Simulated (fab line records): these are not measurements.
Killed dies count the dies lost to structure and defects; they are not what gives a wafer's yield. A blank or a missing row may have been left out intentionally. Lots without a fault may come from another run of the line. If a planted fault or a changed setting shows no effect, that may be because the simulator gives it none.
A struck lot beside a sound one | flow sky130 | 17 out of 708 route steps
Sound: the wafers L714.2, L714.4, L714.5. Struck: wafers L718.1, L718.3, L718.5. The cause is named last.
Order at every step that has rows: each side's tool, ch and its chambers, its first start. Under that, the readings that differ: sound wafers | struck wafers | difference of the means | sigmas: that difference in standard deviations of wafers without a fault.
alike: a reading whose means differ by less than 2 such deviations, as well as words and numbers matching on both sides. not compared: withheld readings; readings where some wafer has no value; bounds like >300 that might hide an equal value; numbers whose values overlap and for which the record gives no deviation.
The two part at a step that has a row with sigmas, a row that says differs or no value, or rows on one side only. Numbers that don't overlap but have no deviation are shown without sigmas and don't part them. A reading that every wafer of one side lacks parts them only if that side has two wafers or more.

SKY_LDD_HVN_OVL_MEAS_07:
  sound: overlay-02 at day 22 14:24; struck: overlay-02 at day 24 03:07
  alike: LDD_HVN_OVL
after that, 1 step had no rows for these wafers: SKY_LDD_HVN_IMPLANT_08.
SKY_LDD_HVN_STRIP_09: strips in O2/N2.
  sound on plasmaAsher-01 ch 1, day 22 14:35; struck on plasmaAsher-02 ch 0,1, day 24 03:18
  alike: drypumpMotorCurrentA, oesProductAu, stripTimeToEndpointS
  not compared: rfHoursCounterH
SKY_LDD_HVN_TW_MEAS_10:
  sound: filmMetro-01 at day 22 14:41; struck: filmMetro-04 at day 24 03:24
reading    | sound          | struck         | difference | sigmas
LDD_HVN_TW | 1403 1403 1402 | 1471 1474 1476 | +71        | +3
then, 7 steps without rows for these wafers: SKY_LDD_HVP_DEHYDRATE_00 (time 60 s); SKY_LDD_HVP_HMDS_01 (prime time 60 s); SKY_LDD_HVP_COAT_02 (resist thk 300 nm); SKY_LDD_HVP_SOFTBAKE_03 (time 60 s); SKY_LDD_HVP_EXPOSE_04 (exposes mask HVPTM, target cd 700 nm); SKY_LDD_HVP_PEB_05; SKY_LDD_HVP_DEVELOP_06 (develop time 60 s).
SKY_LDD_HVP_OVL_MEAS_07:
  sound: overlay-02 at day 23 20:16; struck: overlay-01 at day 25 08:58
  alike: LDD_HVP_OVL
SKY_LDD_HVP_IMPLANT_08:
  sound on implanter-02 ch 0, day 23 20:19; struck on implanter-03 ch 0, day 25 09:00
reading          | sound                         | struck                           | difference  | sigmas
doseIonsCm2      | 1.7e+13 1.7003e+13 1.7007e+13 | 1.2156e+13 1.2148e+13 1.2137e+13 | -4.8563e+12 | -99 or more
faradayCurrentUA | 96.6 95.6 97.1                | 68.9 68.2 69.6                   | -27.5       | -14
SKY_LDD_HVP_STRIP_09: strips in O2/N2.
  sound on plasmaAsher-04 ch 0,1, day 23 20:26; struck on plasmaAsher-04 ch 0,1, day 25 09:18
reading                  | sound             | struck            | difference | sigmas
stripTimeToEndpointS (s) | 4.137 4.156 4.145 | 4.103 4.125 4.113 | -0.032     | -2
  alike: drypumpMotorCurrentA, oesProductAu
  not compared: rfHoursCounterH
SKY_LDD_HVP_TW_MEAS_10:
  sound: filmMetro-01 at day 23 20:33; struck: filmMetro-01 at day 25 09:24
reading    | sound       | struck      | difference | sigmas
LDD_HVP_TW | 449 447 448 | 405 402 405 | -44        | -5
then, 1 step without rows for these wafers: SKY_LDD_LDN_DEHYDRATE_00 (time 60 s).
-- here the record skips 23 days between the struck wafers' starts before and after, leaving off in module LDD_LDN and picking up in module PAD_OPEN (first step shown: number 708 of the route) --
SKY_PAD_OPEN_PROBE_99:
  sound: prober-02 at day 47 11:07; struck: prober-01 at day 48 10:37
reading                             | sound             | struck            | difference | sigmas
model.etest.tip_p_5v.rsOhmSq        | 2849 2830 2819    | 3656 3634 3641    | +811       | 
model.etest.pfetG5v0d10v5.rOnOhmUm  | 4724 4689 4820    | 5014 4862 4978    | +207       | 
model.etest.tip_p_5v.rsOhmSqRange   | 60.34 103.6 60.57 | 152.6 128 141.9   | +66.0      | 
model.etest.pfetG5v0d10v5.driveUaUm | 345.2 345.3 339.1 | 328.1 333.7 326.2 | -13.9      | 
  alike: killed_at_M0_to_M3, killed_at_M4_up, killedAtContacts, killedAtFrontEnd, killedAtOther, killedDies, killedOnRim, killedOpen, killedShort

== WHERE THEY PART ==
At SKY_LDD_HVN_TW_MEAS_10 first; at SKY_LDD_HVP_TW_MEAS_10 last (within this record only). Later steps at which nothing parts them and some readings are alike: SKY_PAD_OPEN_PROBE_99.

WHY: whatever the simulator had introduced
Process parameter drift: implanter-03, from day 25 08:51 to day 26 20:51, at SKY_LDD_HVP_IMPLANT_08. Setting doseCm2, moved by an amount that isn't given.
